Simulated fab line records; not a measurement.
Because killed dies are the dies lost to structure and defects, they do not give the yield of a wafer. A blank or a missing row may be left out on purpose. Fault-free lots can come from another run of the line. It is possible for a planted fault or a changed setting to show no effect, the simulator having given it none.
A single fault, viewed from 2 desks :: flow sky130 :: numbers are kept per desk, each desk with only its own; the story behind them comes last

AT THE TOOL OWNER'S DESK: plasma_asher-02
The tool's own readings at SKY_VIA1_STRIP_16 (strips in O2/N2): means of the sampled wafers that have a number, for each lot that ran on this tool. Any lot whose mean is over 4 standard deviations away from the usual mean is out of limits and marked OUT; that distance is given in the brackets.
Columns: A = chamber_pressure_mTorr at SKY_VIA1_STRIP_16, usual 1500.0 mTorr; B = drypump_motor_current_A at SKY_VIA1_STRIP_16, usual 5.7 A; C = oes_product_au at SKY_VIA1_STRIP_16, usual 0.416 a.u.; D = strip_time_to_endpoint_s at SKY_VIA1_STRIP_16, usual 4.468 s
lot: L391
first seen here: day 36 14:11
A: 1500.1
B: 6.0
C: 0.413
D: 4.440

lot: L405
first seen here: day 41 12:05
A: 1500.0
B: 6.1
C: 0.414
D: 4.490
Result from this desk: across the 2 lots, nothing is out of limits.

THE METROLOGY DESK
Lot by lot, what the gauges showed, no matter which tool ran the lot: averages of those sampled wafers that carry a number. Any lot whose mean is over 4 standard deviations away from the usual mean is out of limits and marked OUT; that distance is given in the brackets.
Columns: A = cd_nm at SKY_VIA1_CD_MEAS_12, usual 150.1 nm; B = VIA1_OVL at SKY_VIA1_OVL_MEAS_13, usual 4 nm
lot: L382
first seen here: day 33 05:06
A: 152.6
B: 12

lot: L387
first seen here: day 35 01:28
A: 151.6
B: 8

lot: L391
first seen here: day 36 13:56
A: 147.9
B: 6

lot: L403
first seen here: day 41 02:59
A: 149.3
B: -2

lot: L402
first seen here: day 41 09:30
A: 149.5
B: 3

lot: L405
first seen here: day 41 11:51
A: 152.7
B: 6
Result from this desk: across the 6 lots, nothing is out of limits.

ALL TOGETHER
The desk of the tool owner found nothing out of limits.
The metrology desk saw nothing out of limits.

WHAT THE SIMULATOR PUT IN
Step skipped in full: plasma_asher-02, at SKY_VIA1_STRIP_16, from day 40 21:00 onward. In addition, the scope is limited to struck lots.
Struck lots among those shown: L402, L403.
